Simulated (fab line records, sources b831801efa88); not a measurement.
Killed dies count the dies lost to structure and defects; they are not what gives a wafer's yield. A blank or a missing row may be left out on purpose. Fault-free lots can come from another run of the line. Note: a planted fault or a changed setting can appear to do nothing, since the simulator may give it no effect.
What tool caused it? -- flow sky130 -- 7 lots with 21 wafers sampled at 2 steps, on a route of 708 steps

## WHAT EACH GAUGE READ, for each wafer
SKY_VT_ADJUST_HVTR_TW_MEAS_11.
lot,measured,on,VT_ADJUST_HVTR_TW
L228,day 10 02:00,filmMetro-01,207.7 207.3 208.2
L230,day 10 09:39,filmMetro-01,206.4 207.3 207.3
L232,day 11 04:11,filmMetro-01,208.5 208.1 208.1
L236,day 12 05:23,filmMetro-01,29.5 207.6 208.0
L238,day 12 19:38,filmMetro-02,213.9 212.2 212.9
L244,day 14 14:26,filmMetro-01,206.5 205.8 207.5
L250,day 16 07:53,filmMetro-01,208.2 206.8 207.9

## WHAT TOOL EACH LOT RAN ON (gives the tool, then ch and the chambers of the sampled wafers, and finally the start)
lot,SKY_VT_ADJUST_HVTR_DEVELOP_06
L228,"lithoTrack-03 ch 0, day 10 01:28"
L230,"lithoTrack-01 ch 0, day 10 09:04"
L232,"lithoTrack-02 ch 0, day 11 03:38"
L236,"lithoTrack-01 ch 0, day 12 04:49"
L238,"lithoTrack-03 ch 0, day 12 19:06"
L244,"lithoTrack-03 ch 0, day 14 13:54"
L250,"lithoTrack-03 ch 0, day 16 07:21"
- SKY_VT_ADJUST_HVTR_DEVELOP_06: develop time 60 s.

## THE ANSWER, worked out from the rows above alone
Rule: usual is defined by the lots themselves. The widest of any qualifying gaps counts: lots, ordered by their means at a reading, are off when they make up no more than a third of the lots, leave a main group of 4 or more, and stand apart from it by 3 or more times the standard deviation of that group's means. If all means in a main group match to the digits the tables above print for the reading, that group is not used. Also off: a lot with no number at a reading for which 4 or more lots have one. Where the step has rows for the other lots, those lots are counted as sound.
Off: L236, seen at SKY_VT_ADJUST_HVTR_TW_MEAS_11 (VT_ADJUST_HVTR_TW). The main group has a mean of 208.4 with a standard deviation of 2.1.
A tool fits if, at a process step before that reading, it ran every lot that is off, and no sound lot after the first of them. The gauges at SKY_VT_ADJUST_HVTR_TW_MEAS_11 are tried like those tools. One candidate fits, namely lithoTrack-01 at SKY_VT_ADJUST_HVTR_DEVELOP_06. Its last sound lot is L230 (day 10 09:04), its first lot that is off L236 (day 12 04:49): a fault that began between those two fits.

## WHAT THE SIMULATOR HAD INSERTED
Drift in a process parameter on lithoTrack-01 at SKY_VT_ADJUST_HVTR_DEVELOP_06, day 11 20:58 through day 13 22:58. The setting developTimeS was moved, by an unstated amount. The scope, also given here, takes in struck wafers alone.
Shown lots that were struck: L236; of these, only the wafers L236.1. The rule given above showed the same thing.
